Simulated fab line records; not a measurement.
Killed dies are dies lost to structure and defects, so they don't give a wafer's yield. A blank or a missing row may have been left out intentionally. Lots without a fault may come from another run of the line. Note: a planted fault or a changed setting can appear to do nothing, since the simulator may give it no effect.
2 desks, one fault ; flow gf180mcu ; only its own numbers are on each desk; what lay behind them is given at the end

## METROLOGY DESK
What the gauges read, lot by lot, whatever tool the lot ran on: means of the sampled wafers that have a number. A lot is out of limits, marked OUT, if its mean lies more than 4 standard deviations from the usual mean; the brackets give that distance.
Columns: A = V2_CVD_02_THK at GF_V2_THK_MEAS_03, usual 851 nm; B = V2_OVL at GF_V2_OVL_MEAS_15, usual 2 nm; C = M4_ALCU_RS at GF_M4_RS_MEAS_05, usual 0.0701 ohm/sq; D = M4_ALCU_THK at GF_M4_THK_MEAS_06, usual 449 nm
lot;first seen here;A;B;C;D
L600;day 20 04:38;848;6;0.0681;465
L599;day 20 05:10;845;0;0.0710;440
L603;day 21 09:11;857;-0;0.0699;453
L604;day 21 14:31;847;-1;0.0708;440
L607;day 22 19:12;857;1;0.0701;445
L610;day 23 21:30;842;3;0.0887 (+24) OUT;382 (-10) OUT
L611;day 24 01:45;846;1;0.1044 (+44) OUT;324 (-19) OUT
L614;day 25 06:13;848;-8;0.0701;450
L616;day 25 20:36;840;5;0.0701;448
L619;day 26 23:11;842;3;0.0701;449
L618;day 27 02:10;851;5;0.0699;450
This desk reports L610, L611 out of limits; the earliest was L610 at day 26 20:13 (M4_ALCU_RS at GF_M4_RS_MEAS_05). In limits: L600, L599, L603, L604, L607, L614, L616, L619, L618.

## DESK OF THE TOOL OWNER: pvdSputter-03
The tool's own readings at GF_M4_SPUTTER_02 (material AlCu, target thk 450 nm, time 23.9 s): means of the sampled wafers that have a number, for each lot that ran on this tool. A lot is out of limits, marked OUT, if its mean lies more than 4 standard deviations from the usual mean; the brackets give that distance.
Columns: A = throttleValvePct at GF_M4_SPUTTER_02, usual 29.8 %
lot;first seen here;A
L599;day 23 08:16;30.5
L603;day 24 09:25;31.0
L604;day 24 14:13;30.6
L610;day 26 20:08;30.5
L611;day 27 00:17;30.9
Finding of this desk: none of the 5 lots has anything out of limits.

## TAKEN TOGETHER
At day 26 20:13 the metrology desk could have sounded an alarm, on L610, L611.
The desk of the tool owner found nothing out of limits.
On record at the tool owner's desk: L610, L611, within its limits.
The lots listed all ran GF_M4_SPUTTER_02 on pvdSputter-03.

## WHAT THE SIMULATOR PUT IN
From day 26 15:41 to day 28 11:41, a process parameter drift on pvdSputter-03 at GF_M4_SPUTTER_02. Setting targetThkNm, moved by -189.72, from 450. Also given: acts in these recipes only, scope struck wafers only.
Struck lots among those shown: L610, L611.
Hours from the fault's start to each desk's first reading out of limits: the metrology desk, 5.
